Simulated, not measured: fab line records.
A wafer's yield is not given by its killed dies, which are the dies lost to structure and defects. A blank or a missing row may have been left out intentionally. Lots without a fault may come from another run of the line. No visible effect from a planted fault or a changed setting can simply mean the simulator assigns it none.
fab line records	flow gf180mcu
[record] lots = 24	wafers = 72	lastDay = 34
route steps=602 shown CONTACT@304 V2@397 V3@447 V4@493 MIM@511
lots that met no fault: taken from a fault-free run of the same line
startH: the number of hours between the record's first day and the start of the first shown wafer of the lot	waitH: time in hours since the lot's previous step	" repeats the value in the row above	L1.1+2: several wafers, shown together as one row	- value missing, or start not given	* or withheld: withheld	< > ~ a bound
route shown NAME@n: NAME is a module with steps in the file, n the number in the route of the first one	usual: mean/standard deviation taken from wafers without a fault	same: alike in all rows	chamber/n: place in a boat	sites: the reading at each site	_std_site: the values' standard deviation	_edge_site: inner sites' mean taken away from outer sites' mean	radiusMm: for every site, how far away it sits from the centre of the wafer	mask NAME#n: copy n	behind: tool/chamber where the wafer was last shaped	hold: why the lot was held/for how many hours/how that ended	device: which transistor (n, p or np) failed to switch	end of line: tests run on the same wafers once the route is complete	a step without rows: its recipe alone	killed: dies lost to structure and defects at the first sort, not the wafer's yield	map: per-die view of a wafer (x killed, . not killed, _ where there is no die)
set.NAME: the setting that was run; set.NAME@STEP: the one run at that earlier step	model.NAME: the simulator's own value behind a step, which no gauge read
the route's steps for a sample of lots (tables are steps, rows are wafers)
services: from which hour (startH, from the record's first day; less than 0 if before it) a tool's chamber was out of use, for how many hours, and why
[[steps]]
[step GF_CONTACT_ETCH_17]
[recipe] chemistry = C4F8/O2/Ar	maskMaterial = KrF	target = SiO2	stopOn = CoSi2	sourceW = 1500	biasW = 1200	pressureMtorr = 40	c4f8FlowSccm = withheld	O2_flow_sccm = 6	Ar_flow_sccm = 300	timeS = withheld	targetDepthA = 8600
[usual] oesProductAu = 0.814/0.0051	rfFwdPowerW = 1495/5
lot.wafer	tool	chamber	startH	waitH	oesProductAu	rfFwdPowerW
L074.3	rieDiel-04	1	-	-	0.812	1493
L074.4	"	3	"	"	0.802	1495
L074.5	"	2	"	"	0.817	1489
L075.2	rieDiel-04	3	-	-	0.820	1479
L075.3	"	2	"	"	0.811	1491
L075.6	"	0	"	"	0.805	1498
L076.1	rieDiel-03	3	-	-	0.804	1492
L076.5	"	2	"	"	0.825	1483
L076.6	"	0	"	"	0.809	1490
L077.2	rieDiel-04	3	-	-	0.820	1496
L077.3	"	2	"	"	0.812	1495
L077.4	"	0	"	"	0.809	1497
L078.1	rieDiel-04	0	-	-	0.803	1485
L078.4	"	1	"	"	0.814	1491
L078.5	"	3	"	"	0.821	1491
L079.2	rieDiel-02	0	-	-	0.809	1492
L079.3	"	2	"	"	0.819	1506
L079.5	"	0	"	"	0.806	1494
L080.1	rieDiel-02	1	-	-	0.809	1502
L080.2	"	0	"	"	0.814	1504
L080.3	"	3	"	"	0.812	1494
L081.1	rieDiel-03	0	-	-	0.821	1497
L081.2	"	2	"	"	0.815	1489
L081.6	"	1	"	"	0.820	1502
L082.1	rieDiel-04	3	-	-	0.812	1486
L082.2	"	1	"	"	0.825	1495
L082.6	"	1	"	"	0.814	1496
L083.1	rieDiel-02	2	-	-	0.816	1495
L083.2	"	3	"	"	0.809	1488
L083.3	"	1	"	"	0.810	1500
L084.1	rieDiel-02	1	-	-	0.813	1496
L084.3	"	2	"	"	0.818	1502
L084.4	"	3	"	"	0.814	1494
L085.3	rieDiel-02	3	-	-	0.810	1503
L085.4	"	3	"	"	0.815	1499
L085.6	"	1	"	"	0.813	1502
L086.1	rieDiel-02	3	-	-	0.819	1493
L086.4	"	3	"	"	0.814	1495
L086.5	"	1	"	"	0.816	1497
L087.3	rieDiel-03	1	-	-	0.806	1505
L087.4	"	3	"	"	0.816	1493
L087.6	"	0	"	"	0.809	1497
L088.1	rieDiel-02	3	-	-	0.811	1496
L088.4	"	3	"	"	0.823	1495
L088.5	"	1	"	"	0.811	1501
L090.1	rieDiel-03	1	-	-	0.822	1493
L090.4	"	3	"	"	0.817	1503
L090.5	"	0	"	"	0.819	1495
L089.3	rieDiel-04	0	-	-	0.809	1490
L089.4	"	2	"	"	0.817	1494
L089.5	"	2	"	"	0.807	1499
L091.2	rieDiel-03	1	-	-	0.807	1503
L091.5	"	0	"	"	0.811	1487
L091.6	"	3	"	"	0.820	1490
L092.2	rieDiel-04	3	-	-	0.812	1495
L092.5	"	2	"	"	0.804	1496
L092.6	"	1	"	"	0.803	1493
L093.2	rieDiel-02	1	-	-	0.812	1495
L093.5	"	0	"	"	0.812	1509
L093.6	"	1	"	"	0.816	1491
L094.1	rieDiel-03	0	-	-	0.820	1492
L094.2	"	2	"	"	0.810	1489
L094.5	"	1	"	"	0.813	1499
L095.1	rieDiel-04	1	-	-	0.811	1493
L095.2	"	0	"	"	0.816	1494
L095.4	"	2	"	"	0.820	1494
L096.2	rieDiel-03	2	-	-	0.807	1495
L096.3	"	1	"	"	0.816	1496
L096.6	"	3	"	"	0.815	1493
L097.1	rieDiel-04	3	-	-	0.815	1496
L097.2	"	1	"	"	0.811	1498
L097.5	"	2	"	"	0.821	1495
[step GF_V2_OVL_MEAS_15]
[usual] V2_OVL = -1/4.8
lot.wafer	tool	chamber	startH	waitH	V2_OVL[nm]
L074.3	overlay-01	-	468.32	0.1	0
L074.4	"	-	"	"	-2
L074.5	"	-	"	"	-1
L075.2	overlay-01	-	470.93	0.1	1
L075.3	"	-	"	"	-4
L075.6	"	-	"	"	-3
L076.1	overlay-01	-	481.08	0.1	-8
L076.5	"	-	"	"	-6
L076.6	"	-	"	"	-9
L077.2	overlay-02	-	488.98	0.1	-1
L077.3	"	-	"	"	-5
L077.4	"	-	"	"	2
L078.1	overlay-02	-	496.67	0.1	5
L078.4	"	-	"	"	-2
L078.5	"	-	"	"	3
L079.2	overlay-02	-	507.23	0.1	-5
L079.3	"	-	"	"	0
L079.5	"	-	"	"	-2
L080.1	overlay-01	-	516.82	0.1	-2
L080.2	"	-	"	"	-1
L080.3	"	-	"	"	1
L081.1	overlay-02	-	529.62	0.1	-1
L081.2	"	-	"	"	-4
L081.6	"	-	"	"	5
L082.1	overlay-02	-	537.02	0.1	4
L082.2	"	-	"	"	6
L082.6	"	-	"	"	-4
L083.1	overlay-02	-	546.17	0.1	2
L083.2	"	-	"	"	2
L083.3	"	-	"	"	2
L084.1	overlay-01	-	555.32	0.1	-5
L084.3	"	-	"	"	1
L084.4	"	-	"	"	-8
L085.3	overlay-01	-	559.03	0.1	-5
L085.4	"	-	"	"	0
L085.6	"	-	"	"	-8
L086.1	overlay-01	-	572.83	0.1	0
L086.4	"	-	"	"	0
L086.5	"	-	"	"	3
L087.3	overlay-02	-	574.09	0.1	0
L087.4	"	-	"	"	-7
L087.6	"	-	"	"	0
L088.1	overlay-01	-	599.42	0.1	1
L088.4	"	-	"	"	2
L088.5	"	-	"	"	0
L090.1	overlay-01	-	607.97	0.1	-3
L090.4	"	-	"	"	1
L090.5	"	-	"	"	9
L089.3	overlay-02	-	608.94	0.1	0
L089.4	"	-	"	"	-3
L089.5	"	-	"	"	-3
L091.2	overlay-02	-	611.22	0.1	0
L091.5	"	-	"	"	9
L091.6	"	-	"	"	-1
L092.2	overlay-02	-	613.73	0.1	-9
L092.5	"	-	"	"	-2
L092.6	"	-	"	"	-4
L093.2	overlay-01	-	620.02	0.1	2
L093.5	"	-	"	"	2
L093.6	"	-	"	"	6
L094.1	overlay-01	-	636.57	0.1	0
L094.2	"	-	"	"	-2
L094.5	"	-	"	"	2
L095.1	overlay-01	-	642.77	0.1	-1
L095.2	"	-	"	"	11
L095.4	"	-	"	"	12
L096.2	overlay-01	-	650.38	0.1	7
L096.3	"	-	"	"	4
L096.6	"	-	"	"	13
L097.1	overlay-02	-	658.86	0.1	4
L097.2	"	-	"	"	-3
L097.5	"	-	"	"	-2
[step GF_V3_STRIP_18]
[recipe] chemistry = O2/N2	powerW = 1400	pressureMtorr = 1500	platenTempC = 250	o2FlowSccm = 3000	n2FlowSccm = 300	overashFraction = 0.5
[usual] drypumpMotorCurrentA = 5.7/0.48	heaterPowerW = 331/29	n2FlowSccm = 300.1/0.96	oesProductAu = 0.592/0.0048
lot.wafer	tool	chamber	startH	waitH	drypumpMotorCurrentA	heaterPowerW	n2FlowSccm	oesProductAu	rfHoursCounterH
L074.3	plasmaAsher-02	0	519.07	-	5.5	273	299.2	0.595	-
L074.4	"	1	"	"	5.7	337	298.6	0.590	-
L074.5	"	1	"	"	5.7	339	299.1	0.587	-
L075.2	plasmaAsher-01	1	522.24	-	5.0	371	300.1	0.590	74
L075.3	"	0	"	"	5.1	345	300.3	0.593	-
L075.6	"	1	"	"	5.0	379	299.9	0.586	-
L076.1	plasmaAsher-04	0	532.04	-	5.7	318	301.5	0.584	10
L076.5	"	1	"	"	6.4	327	299.2	0.583	-
L076.6	"	0	"	"	5.7	326	300.0	0.592	-
L077.2	plasmaAsher-04	1	539.03	-	6.4	328	302.2	0.595	11
L077.3	"	1	"	"	6.4	323	300.7	0.581	-
L077.4	"	0	"	"	5.7	325	299.7	0.590	-
L078.1	plasmaAsher-04	0	546.63	-	5.7	329	300.0	0.596	12
L078.4	"	0	"	"	5.7	331	301.7	0.595	-
L078.5	"	0	"	"	5.7	325	301.0	0.598	-
L079.2	plasmaAsher-01	1	556.34	-	5.0	382	301.1	0.594	78
L079.3	"	0	"	"	5.1	362	299.9	0.599	-
L079.5	"	1	"	"	5.0	373	299.7	0.597	-
L080.1	plasmaAsher-01	1	566.59	-	5.0	380	300.6	0.589	79
L080.2	"	0	"	"	5.1	355	300.2	0.597	79
L080.3	"	0	"	"	5.1	354	302.0	0.588	-
L081.1	plasmaAsher-01	0	577.89	-	5.1	350	301.2	0.591	80
L081.2	"	1	"	"	5.0	380	299.5	0.586	80
L081.6	"	0	"	"	5.1	352	299.8	0.605	-
L082.1	plasmaAsher-02	0	583.74	-	5.6	269	298.8	0.597	48
L082.2	"	1	"	"	5.7	335	298.8	0.591	48
L082.6	"	1	"	"	5.8	338	298.9	0.588	-
L083.1	plasmaAsher-04	1	593.44	-	6.5	330	299.5	0.593	17
L083.2	"	0	"	"	5.7	329	298.8	0.588	17
L083.3	"	0	"	"	5.7	326	299.8	0.599	-
L084.1	plasmaAsher-04	1	602.49	-	6.4	323	299.5	0.602	18
L084.3	"	0	"	"	5.7	333	301.3	0.597	-
L084.4	"	1	"	"	6.4	329	300.4	0.595	-
L085.3	plasmaAsher-02	0	605.02	-	5.6	275	299.8	0.595	-
L085.4	"	1	"	"	5.8	340	300.4	0.588	-
L085.6	"	0	"	"	5.6	272	298.9	0.594	-
L086.1	plasmaAsher-02	1	620.19	-	5.8	332	301.2	0.587	53
L086.4	"	0	"	"	5.5	266	300.8	0.589	-
L086.5	"	1	"	"	5.7	353	301.9	0.595	-
L087.3	plasmaAsher-04	1	621.72	-	6.4	327	300.5	0.598	-
L087.4	"	0	"	"	5.7	328	299.4	0.591	-
L087.6	"	0	"	"	5.7	327	299.9	0.591	-
L088.1	plasmaAsher-04	1	644.39	-	6.4	336	301.9	0.593	22
L088.4	"	0	"	"	5.7	336	301.7	0.592	-
L088.5	"	1	"	"	6.4	336	300.6	0.593	-
L090.1	plasmaAsher-02	1	651.48	-	5.8	340	299.4	0.598	56
L090.4	"	1	"	"	5.7	337	299.3	0.585	-
L090.5	"	0	"	"	5.5	271	300.2	0.599	-
L089.3	plasmaAsher-01	0	653.07	-	5.1	351	300.1	0.595	-
L089.4	"	1	"	"	5.0	376	300.6	0.596	-
L089.5	"	1	"	"	5.0	371	300.8	0.588	-
L091.2	plasmaAsher-04	1	654.08	-	6.4	326	300.0	0.595	23
L091.5	"	1	"	"	6.4	334	300.6	0.586	-
L091.6	"	0	"	"	5.7	323	300.2	0.582	-
L092.2	plasmaAsher-01	1	656.63	-	5.0	379	301.2	0.597	88
L092.5	"	1	"	"	5.0	382	301.8	0.595	-
L092.6	"	0	"	"	5.2	360	299.4	0.592	-
L093.2	plasmaAsher-04	1	662.71	-	6.4	328	299.3	0.590	24
L093.5	"	1	"	"	6.4	330	298.6	0.584	-
L093.6	"	0	"	"	5.7	324	299.3	0.588	-
L094.1	plasmaAsher-02	1	678.33	-	5.8	338	298.3	0.596	59
L094.2	"	0	"	"	5.6	268	298.9	0.596	59
L094.5	"	1	"	"	5.7	340	299.9	0.595	-
L095.1	plasmaAsher-04	1	685.14	-	6.4	328	300.0	0.596	26
L095.2	"	0	"	"	5.7	330	300.3	0.590	26
L095.4	"	0	"	"	5.7	324	298.5	0.601	-
L096.2	plasmaAsher-04	0	692.19	-	5.7	326	300.3	0.596	27
L096.3	"	0	"	"	5.7	321	301.2	0.590	-
L096.6	"	1	"	"	6.4	324	300.0	0.602	-
L097.1	plasmaAsher-02	0	700.28	-	5.6	269	300.0	0.589	61
L097.2	"	1	"	"	5.7	333	297.8	0.589	61
L097.5	"	0	"	"	5.6	270	299.0	0.585	-
[step GF_V4_ETCH_17]
[recipe] chemistry = C4F8/O2/Ar	maskMaterial = KrF	target = SiO2	stopOn = TiN	sourceW = 1500	biasW = 1200	pressureMtorr = 40	c4f8FlowSccm = withheld	O2_flow_sccm = 6	Ar_flow_sccm = 300	timeS = withheld	targetDepthA = 6300
[usual] oesProductAu = 0.856/0.0048	rfFwdPowerW = 1493/4.5
lot.wafer	tool	chamber	startH	waitH	oesProductAu	rfFwdPowerW
L074.3	rieDiel-04	1	-	-	0.860	1495
L074.4	"	2	"	"	0.865	1494
L074.5	"	2	"	"	0.861	1491
L075.2	rieDiel-03	2	-	-	0.858	1497
L075.3	"	0	"	"	0.868	1489
L075.6	"	3	"	"	0.859	1495
L076.1	rieDiel-02	2	-	-	0.849	1492
L076.5	"	2	"	"	0.852	1502
L076.6	"	1	"	"	0.856	1489
L077.2	rieDiel-03	1	-	-	0.855	1494
L077.3	"	3	"	"	0.851	1491
L077.4	"	0	"	"	0.849	1486
L078.1	rieDiel-04	0	-	-	0.861	1488
L078.4	"	3	"	"	0.859	1491
L078.5	"	2	"	"	0.869	1496
L079.2	rieDiel-02	3	-	-	0.864	1484
L079.3	"	2	"	"	0.859	1493
L079.5	"	3	"	"	0.867	1484
L080.1	rieDiel-02	1	-	-	0.852	1499
L080.2	"	3	"	"	0.848	1489
L080.3	"	2	"	"	0.856	1498
L081.1	rieDiel-02	2	-	-	0.851	1497
L081.2	"	3	"	"	0.854	1495
L081.6	"	1	"	"	0.850	1495
L082.1	rieDiel-02	0	-	-	0.853	1491
L082.2	"	1	"	"	0.851	1504
L082.6	"	3	"	"	0.859	1495
L083.1	rieDiel-04	1	-	-	0.856	1494
L083.2	"	3	"	"	0.852	1486
L083.3	"	0	"	"	0.848	1501
L084.1	rieDiel-03	0	-	-	0.854	1491
L084.3	"	3	"	"	0.855	1494
L084.4	"	1	"	"	0.858	1491
L085.3	rieDiel-02	3	-	-	0.859	1481
L085.4	"	1	"	"	0.858	1497
L085.6	"	0	"	"	0.852	1493
L086.1	rieDiel-02	1	-	-	0.861	1498
L086.4	"	3	"	"	0.860	1486
L086.5	"	3	"	"	0.854	1498
L087.3	rieDiel-04	2	-	-	0.858	1492
L087.4	"	1	"	"	0.856	1489
L087.6	"	2	"	"	0.861	1492
L088.1	rieDiel-04	3	-	-	0.854	1487
L088.4	"	2	"	"	0.846	1491
L088.5	"	1	"	"	0.860	1492
L090.1	rieDiel-02	0	-	-	0.850	1497
L090.4	"	1	"	"	0.861	1494
L090.5	"	0	"	"	0.850	1496
L089.3	rieDiel-02	1	-	-	0.854	1499
L089.4	"	3	"	"	0.862	1502
L089.5	"	2	"	"	0.863	1497
L091.2	rieDiel-04	1	-	-	0.860	1497
L091.5	"	2	"	"	0.857	1495
L091.6	"	3	"	"	0.855	1491
L092.2	rieDiel-04	3	-	-	0.860	1483
L092.5	"	3	"	"	0.855	1481
L092.6	"	0	"	"	0.859	1496
L093.2	rieDiel-02	2	-	-	0.854	1490
L093.5	"	3	"	"	0.850	1490
L093.6	"	2	"	"	0.861	1496
L094.1	rieDiel-03	2	-	-	0.859	1503
L094.2	"	3	"	"	0.860	1493
L094.5	"	2	"	"	0.855	1487
L095.1	rieDiel-04	3	-	-	0.857	1487
L095.2	"	1	"	"	0.862	1497
L095.4	"	2	"	"	0.858	1496
L096.2	rieDiel-03	2	-	-	0.862	1489
L096.3	"	0	"	"	0.846	1484
L096.6	"	1	"	"	0.855	1496
L097.1	rieDiel-03	3	-	-	0.853	1495
L097.2	"	0	"	"	0.854	1490
L097.5	"	3	"	"	0.854	1498
[step GF_V4_STRIP_18]
[recipe] chemistry = O2/N2	powerW = 1400	pressureMtorr = 1500	platenTempC = 250	o2FlowSccm = 3000	n2FlowSccm = 300	overashFraction = 0.5
[usual] drypumpMotorCurrentA = 5.8/0.31	heaterPowerW = 315/23	n2FlowSccm = 300.0/0.87	oesProductAu = 0.593/0.0049
lot.wafer	tool	chamber	startH	waitH	drypumpMotorCurrentA	heaterPowerW	n2FlowSccm	oesProductAu	rfHoursCounterH
L074.3	plasmaAsher-03	1	567.87	-	5.7	318	300.3	0.593	-
L074.4	"	0	"	"	5.5	310	301.1	0.592	-
L074.5	"	0	"	"	5.5	308	299.5	0.601	-
L075.2	plasmaAsher-02	0	570.98	-	5.6	282	300.4	0.588	47
L075.3	"	0	"	"	5.6	277	300.9	0.593	-
L075.6	"	1	"	"	5.7	336	300.9	0.598	-
L076.1	plasmaAsher-04	0	579.74	-	5.7	322	299.8	0.589	16
L076.5	"	0	"	"	5.7	327	299.8	0.600	-
L076.6	"	1	"	"	6.4	321	299.1	0.587	-
L077.2	plasmaAsher-02	1	584.69	-	5.7	342	300.0	0.596	49
L077.3	"	0	"	"	5.6	276	300.0	0.590	-
L077.4	"	1	"	"	5.7	344	301.3	0.599	-
L078.1	plasmaAsher-04	0	596.44	-	5.7	329	298.4	0.603	17
L078.4	"	0	"	"	5.7	332	298.4	0.591	-
L078.5	"	0	"	"	5.7	318	299.4	0.592	-
L079.2	plasmaAsher-02	1	603.74	-	5.7	330	301.0	0.592	51
L079.3	"	0	"	"	5.6	275	301.1	0.588	-
L079.5	"	1	"	"	5.7	341	299.9	0.600	-
L080.1	plasmaAsher-02	1	612.54	-	5.7	341	301.5	0.585	52
L080.2	"	0	"	"	5.5	269	299.7	0.592	52
L080.3	"	1	"	"	5.7	344	300.1	0.603	-
L081.1	plasmaAsher-04	0	622.99	-	5.7	325	298.9	0.585	20
L081.2	"	1	"	"	6.4	328	302.3	0.601	20
L081.6	"	1	"	"	6.4	328	299.7	0.601	-
L082.1	plasmaAsher-03	0	628.74	-	5.5	304	300.3	0.591	101
L082.2	"	1	"	"	5.7	323	300.0	0.598	101
L082.6	"	1	"	"	5.7	312	299.3	0.592	-
L083.1	plasmaAsher-04	1	637.29	-	6.5	330	299.9	0.591	21
L083.2	"	0	"	"	5.7	319	299.9	0.592	21
L083.3	"	1	"	"	6.4	331	299.8	0.597	-
L084.1	plasmaAsher-02	0	645.69	-	5.5	271	300.0	0.589	55
L084.3	"	0	"	"	5.6	270	300.7	0.595	-
L084.4	"	1	"	"	5.8	342	299.6	0.595	-
L085.3	plasmaAsher-02	1	649.57	-	5.7	336	299.8	0.588	-
L085.4	"	0	"	"	5.6	276	299.0	0.583	-
L085.6	"	1	"	"	5.7	340	299.1	0.592	-
L086.1	plasmaAsher-03	1	662.99	-	5.7	318	299.7	0.596	105
L086.4	"	1	"	"	5.7	313	298.9	0.603	-
L086.5	"	1	"	"	5.7	314	299.2	0.589	-
L087.3	plasmaAsher-04	1	663.37	-	6.4	334	299.8	0.602	-
L087.4	"	0	"	"	5.7	321	299.7	0.591	-
L087.6	"	0	"	"	5.7	325	299.6	0.598	-
L088.1	plasmaAsher-03	1	686.58	-	5.7	306	300.3	0.590	107
L088.4	"	0	"	"	5.5	305	299.2	0.588	-
L088.5	"	0	"	"	5.5	310	301.2	0.593	-
L090.1	plasmaAsher-02	1	692.73	-	5.8	336	299.7	0.599	60
L090.4	"	0	"	"	5.5	267	299.2	0.589	-
L090.5	"	1	"	"	5.8	346	302.5	0.590	-
L089.3	plasmaAsher-02	0	694.52	-	5.6	274	299.1	0.593	-
L089.4	"	1	"	"	5.7	337	300.4	0.602	-
L089.5	"	0	"	"	5.6	268	301.9	0.602	-
L091.2	plasmaAsher-04	0	695.86	-	5.7	326	299.5	0.586	28
L091.5	"	1	"	"	6.4	330	299.3	0.596	-
L091.6	"	0	"	"	5.7	324	299.2	0.590	-
L092.2	plasmaAsher-04	0	697.98	-	5.7	330	300.1	0.589	28
L092.5	"	0	"	"	5.7	324	300.1	0.579	-
L092.6	"	1	"	"	6.4	335	303.2	0.596	-
L093.2	plasmaAsher-04	1	702.84	-	6.5	324	300.5	0.597	29
L093.5	"	0	"	"	5.7	326	300.5	0.595	-
L093.6	"	1	"	"	6.4	324	300.1	0.590	-
L094.1	plasmaAsher-04	0	718.13	-	5.7	331	300.6	0.586	30
L094.2	"	1	"	"	6.4	329	300.6	0.590	30
L094.5	"	1	"	"	6.5	324	299.5	0.592	-
L095.1	plasmaAsher-03	0	724.68	-	5.5	305	301.8	0.587	111
L095.2	"	1	"	"	5.7	320	299.7	0.601	111
L095.4	"	1	"	"	5.7	318	298.2	0.595	-
L096.2	plasmaAsher-03	0	730.91	-	5.5	307	299.9	0.590	113
L096.3	"	0	"	"	5.5	315	298.9	0.588	-
L096.6	"	1	"	"	5.7	320	298.8	0.584	-
L097.1	plasmaAsher-02	0	738.88	-	5.6	271	300.8	0.592	66
L097.2	"	1	"	"	5.7	341	298.9	0.588	66
L097.5	"	0	"	"	5.6	277	298.4	0.590	-
[step GF_MIM_SPUTTER_08]
[recipe] material = AlCu	targetThkNm = 200	powerW = 10600	timeS = 10.6	chamberPressurePa = 0.4
[usual] throttleValvePct = 30.4/0.58
lot.wafer	tool	chamber	startH	waitH	throttleValvePct
L074.3	pvdSputter-04	-	569.42	0.0	30.9
L074.4	"	-	"	"	29.9
L074.5	"	-	"	"	31.4
L075.2	pvdSputter-03	-	572.56	0.0	29.8
L075.3	"	-	"	"	30.4
L075.6	"	-	"	"	30.3
L076.1	pvdSputter-03	-	581.33	0.0	30.3
L076.5	"	-	"	"	30.5
L076.6	"	-	"	"	30.7
L077.2	pvdSputter-02	-	586.29	0.0	30.3
L077.3	"	-	"	"	31.1
L077.4	"	-	"	"	29.8
L078.1	pvdSputter-02	-	598.02	0.0	31.2
L078.4	"	-	"	"	30.4
L078.5	"	-	"	"	30.0
L079.2	pvdSputter-04	-	605.36	0.0	31.3
L079.3	"	-	"	"	29.8
L079.5	"	-	"	"	31.3
L080.1	pvdSputter-02	-	614.13	0.0	30.2
L080.2	"	-	"	"	30.4
L080.3	"	-	"	"	31.3
L081.1	pvdSputter-04	-	624.57	0.0	31.2
L081.2	"	-	"	"	30.8
L081.6	"	-	"	"	29.7
L082.1	pvdSputter-03	-	630.34	0.0	30.5
L082.2	"	-	"	"	30.1
L082.6	"	-	"	"	29.8
L083.1	pvdSputter-02	-	638.90	0.0	31.0
L083.2	"	-	"	"	30.0
L083.3	"	-	"	"	30.7
L084.1	pvdSputter-03	-	647.56	0.0	30.0
L084.3	"	-	"	"	30.3
L084.4	"	-	"	"	29.3
L085.3	pvdSputter-04	-	651.19	0.0	30.8
L085.4	"	-	"	"	31.3
L085.6	"	-	"	"	30.8
L086.1	pvdSputter-02	-	664.61	0.0	30.3
L086.4	"	-	"	"	31.3
L086.5	"	-	"	"	30.7
L087.3	pvdSputter-03	-	664.95	0.0	30.1
L087.4	"	-	"	"	29.6
L087.6	"	-	"	"	30.1
L088.1	pvdSputter-03	-	688.16	0.0	29.5
L088.4	"	-	"	"	30.3
L088.5	"	-	"	"	30.1
L090.1	pvdSputter-04	-	694.31	0.0	31.0
L090.4	"	-	"	"	31.1
L090.5	"	-	"	"	30.8
L089.3	pvdSputter-04	-	696.07	0.0	31.2
L089.4	"	-	"	"	30.8
L089.5	"	-	"	"	31.3
L091.2	pvdSputter-04	-	697.57	0.0	31.0
L091.5	"	-	"	"	31.1
L091.6	"	-	"	"	31.3
L092.2	pvdSputter-03	-	699.69	0.0	29.3
L092.5	"	-	"	"	30.3
L092.6	"	-	"	"	29.9
L093.2	pvdSputter-04	-	704.42	0.0	31.2
L093.5	"	-	"	"	29.6
L093.6	"	-	"	"	30.8
L094.1	pvdSputter-02	-	720.07	0.0	30.3
L094.2	"	-	"	"	30.1
L094.5	"	-	"	"	30.1
L095.1	pvdSputter-04	-	726.26	0.0	30.9
L095.2	"	-	"	"	31.3
L095.4	"	-	"	"	31.3
L096.2	pvdSputter-03	-	732.50	0.0	30.4
L096.3	"	-	"	"	30.4
L096.6	"	-	"	"	29.4
L097.1	pvdSputter-03	-	740.75	0.0	29.6
L097.2	"	-	"	"	30.5
L097.5	"	-	"	"	30.4
[[services]]
tool	chamber	startH	hours	kind
rieDiel-02	0	343.42	6.8	repair
pvdSputter-04	-	353.89	1.1	repair
rieDiel-03	-	378.82	0.8	repair
plasmaAsher-04	-	398.36	15.6	pm
plasmaAsher-04	-	415.72	1.8	repair
plasmaAsher-04	-	421.25	9.0	pm
rieDiel-03	1	440.16	12.2	repair
pvdSputter-03	-	448.92	6.1	repair
rieDiel-03	-	452.76	2.8	pm
rieDiel-04	1	453.23	1.5	repair
plasmaAsher-02	-	453.75	5.5	repair
rieDiel-02	2	458.33	23.7	repair
rieDiel-02	3	529.83	2.7	repair
rieDiel-04	3	535.33	2.6	repair
plasmaAsher-02	-	548.35	5.4	repair
pvdSputter-03	-	556.36	9.2	repair
rieDiel-04	3	589.06	4.6	repair
rieDiel-02	-	602.62	0.2	repair
rieDiel-03	2	649.39	36.9	repair
rieDiel-04	2	688.59	2.5	repair
rieDiel-02	3	696.97	2.6	repair
plasmaAsher-04	-	708.51	6.8	repair
rieDiel-03	1	709.72	13.4	repair
plasmaAsher-02	-	721.60	14.6	pm
[[key]]
fault none
